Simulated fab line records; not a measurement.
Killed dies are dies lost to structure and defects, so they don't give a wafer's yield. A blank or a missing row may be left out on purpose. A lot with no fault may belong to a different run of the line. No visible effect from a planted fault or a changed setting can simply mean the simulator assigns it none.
Comparing a struck lot with a sound one | flow sky130 | 43 steps out of a route of 708
Sound: the wafers L264.4, L264.5, L264.6. Wafers struck: L271.1, L271.2, L271.4. At the end, the cause is stated.
At each step with rows: each side's tool, then ch and its chambers, then its first start. Under that, the readings that differ: sound wafers | struck wafers | difference of the means | sigmas: that difference in standard deviations of wafers without a fault.
alike: a reading whose means differ by less than 2 such deviations, as well as words and numbers matching on both sides. not compared: withheld readings; readings where some wafer has no value; bounds like >300 that might hide an equal value; numbers whose values overlap and for which the record gives no deviation.
A row with sigmas, a row that says differs or no value, or rows on one side alone: a step with any of these is where the two part. Non-overlapping numbers with no deviation appear without sigmas and do not part them. Lack of a reading on every wafer of one side parts them only where that side has two or more wafers.

first, 5 steps without rows for these wafers: SKY_SONOS_TUNNEL_COAT_02 (resist thk 1140 nm); SKY_SONOS_TUNNEL_SOFTBAKE_03 (time 60 s); SKY_SONOS_TUNNEL_EXPOSE_04 (exposes mask TUNM, target cd 410 nm); SKY_SONOS_TUNNEL_PEB_05; SKY_SONOS_TUNNEL_DEVELOP_06 (develop time 60 s).
SKY_SONOS_TUNNEL_CD_MEAS_07: target cd 410 nm.
  sound: cd sem-02 at day 12 12:35; struck: cd sem-01 at day 14 08:25
  reading    | sound             | struck            | difference | sigmas
  cd nm (nm) | 405.6 405.8 407.1 | 412.2 408.2 411.2 | +4.4       | +2
SKY_SONOS_TUNNEL_OVL_MEAS_08:
  sound: overlay-01 at day 12 12:40; struck: overlay-01 at day 14 08:32
  alike: SONOS_TUNNEL_OVL
then, 3 steps without rows for these wafers: SKY_SONOS_TUNNEL_IMPLANT_09; SKY_SONOS_TUNNEL_WET_ETCH_10 (etches SiO2 in dHF, target depth 14 nm, time 280 s); SKY_SONOS_TUNNEL_STRIP_11 (strips in SPM, time 600 s).
SKY_SONOS_TUNNEL_TW_MEAS_12:
  sound: film metro-02 at day 12 13:08; struck: film metro-02 at day 14 09:04
  alike: SONOS_TUNNEL_TW
then, 1 step without rows for these wafers: SKY_SONOS_TUNNEL_CLEAN_13 (cleans in dHF, time 20 s).
SKY_SONOS_ONO_OXIDATION_00: stabilise 600 s, purge 300 s, target thk 2.6 nm.
  sound on furnace-02 ch 0, day 12 13:10; struck on furnace-02 ch 0, day 14 09:54
  alike: ox temp c max, spike tc centre C, spike tc upper C, tube_center_temp_C_max, zone power bottom pct
SKY_SONOS_ONO_THK_MEAS_01:
  sound: film metro-03 at day 12 14:33; struck: film metro-04 at day 14 11:15
  alike: SONOS_ONO_OXIDATION_THK
then, 1 step without rows for these wafers: SKY_SONOS_ONO_CVD_02 (deposits Si3N4 from DCS/NH3, target thk 10.5 nm, time 180 s).
SKY_SONOS_ONO_THK_MEAS_03:
  sound: film metro-04 at day 12 15:55; struck: film metro-04 at day 14 12:53
  alike: SONOS_ONO_CVD_02_THK
then, 1 step without rows for these wafers: SKY_SONOS_ONO_CVD_04 (deposits SiO2 from SiH4/N2O, target thk 5.7199 nm).
SKY_SONOS_ONO_THK_MEAS_05:
  sound: film metro-04 at day 12 17:51; struck: film metro-03 at day 14 14:49
  alike: SONOS_ONO_CVD_04_THK
then, 7 steps without rows for these wafers: SKY_SONOS_ONO_DEHYDRATE_06 (time 60 s); SKY_SONOS_ONO_HMDS_07 (prime time 60 s); SKY_SONOS_ONO_COAT_08 (resist thk 1140 nm); SKY_SONOS_ONO_SOFTBAKE_09 (time 60 s); SKY_SONOS_ONO_EXPOSE_10 (exposes mask ONOM, target cd 410 nm); SKY_SONOS_ONO_PEB_11; SKY_SONOS_ONO_DEVELOP_12 (develop time 60 s).
SKY_SONOS_ONO_CD_MEAS_13: target cd 410 nm.
  sound: cd sem-02 at day 13 11:52; struck: cd sem-01 at day 15 17:46
  alike: cd nm
SKY_SONOS_ONO_OVL_MEAS_14:
  sound: overlay-01 at day 13 11:57; struck: overlay-01 at day 15 17:53
  alike: SONOS_ONO_OVL
SKY_SONOS_ONO_ETCH_15: etches the open film in CHF3/O2, target depth 19.52 nm, time 7.8 s.
  sound on rie diel-03 ch 0,1,2, day 13 11:58; struck on rie diel-01 ch 1,3, day 15 17:56
  alike: O2_flow_sccm, drypump motor current A, oes product au, throttle valve pct
  not compared: rf hours counter h
then, 1 step without rows for these wafers: SKY_SONOS_ONO_WET_ETCH_16 (etches SiO2 in dHF, target depth 14 nm, time 280 s).
SKY_SONOS_ONO_STRIP_17: strips in O2/N2.
  sound on plasma asher-01 ch 0,1, day 13 12:07; struck on plasma asher-01 ch 0,1, day 15 18:02
  reading                      | sound             | struck            | difference | sigmas
  strip time to endpoint s (s) | 14.05 14.01 14.04 | 14.18 14.14 14.12 | +0.11      | +3
  alike: drypump motor current A, oes product au
  not compared: rf hours counter h
then, 3 steps without rows for these wafers: SKY_SONOS_ONO_WET_ETCH_18 (etches Si3N4 in H3PO4, target depth 15 nm, time 172 s); SKY_GATE_OXIDE_CLEAN_00 (cleans in SC1/SC2, time 150 s); SKY_GATE_OXIDE_OXIDATION_01 (stabilise 600 s, purge 300 s, target thk 10.268 nm).
SKY_GATE_OXIDE_THK_MEAS_02:
  sound: film metro-02 at day 13 14:55; struck: film metro-03 at day 15 20:43
  alike: GATE_OXIDE_OXIDATION_00_THK
then, 7 steps without rows for these wafers: SKY_GATE_OXIDE_DEHYDRATE_03 (time 60 s); SKY_GATE_OXIDE_HMDS_04 (prime time 60 s); SKY_GATE_OXIDE_COAT_05 (resist thk 1140 nm); SKY_GATE_OXIDE_SOFTBAKE_06 (time 60 s); SKY_GATE_OXIDE_EXPOSE_07 (exposes mask LVOM, target cd 600 nm); SKY_GATE_OXIDE_PEB_08; SKY_GATE_OXIDE_DEVELOP_09 (develop time 60 s).
SKY_GATE_OXIDE_OVL_MEAS_10:
  sound: overlay-01 at day 14 11:45; struck: overlay-01 at day 17 00:22
  alike: GATE_OXIDE_OVL
-- a jump in the record: the struck wafers' starts before and after are 31 days apart (it breaks off in module GATE_OXIDE and resumes in module PAD_OPEN, where the first step shown is number 708 of the route) --
SKY_PAD_OPEN_PROBE_99:
  sound: prober-01 at day 46 09:23; struck: prober-02 at day 48 06:35
  reading                                         | sound                | struck               | difference | sigmas
  model.etest.cap ono.gate bv v (V)               | 15.94 16.38 16.29    | 7.694 7.699 7.708    | -8.503     |
  model.etest.cap thick oxide.gate bv v (V)       | 15.62 15.48 15.76    | 10.98 10.94 10.99    | -4.65      |
  model.etest.cap thick oxide.gate log10 a cm2    | -6.949 -6.934 -7.022 | -3.524 -3.551 -3.373 | +3.486     |
  model.etest.cap thin oxide.gate log10 a cm2     | -7.312 -7.663 -7.212 | -5.458 -5.449 -5.6   | +1.893     |
  model.etest.diode nwell sub.leak log10 a cm2    | -7.131 -7.171 -7.415 | -5.883 -5.773 -5.71  | +1.450     |
  model.etest.diode dnwell sub.leak log10 a cm2   | -7.366 -7.204 -7.536 | -5.658 -5.29 -5.766  | +1.797     |
  model.etest.diode pwell dnwell.leak log10 a cm2 | -7.814 -7.708 -7.466 | -6.049 -6.06 -6.364  | +1.505     |
  model.etest.cap thin oxide.gate bv v (V)        | 7.244 7.087 6.962    | 5.824 5.777 5.801    | -1.297     |
  alike: killed_at_M0_to_M3, killed_at_M4_up, killed at contacts, killed at front end, killed at other, killed dies, killed on rim, killed open, killed short

== WHERE THEY PART ==
Last at SKY_SONOS_ONO_STRIP_17 as far as this record goes, first at SKY_SONOS_TUNNEL_CD_MEAS_07. Later steps at which nothing parts them and some readings are alike: SKY_GATE_OXIDE_THK_MEAS_02, SKY_GATE_OXIDE_OVL_MEAS_10, SKY_PAD_OPEN_PROBE_99.

WHY: whatever the simulator had introduced
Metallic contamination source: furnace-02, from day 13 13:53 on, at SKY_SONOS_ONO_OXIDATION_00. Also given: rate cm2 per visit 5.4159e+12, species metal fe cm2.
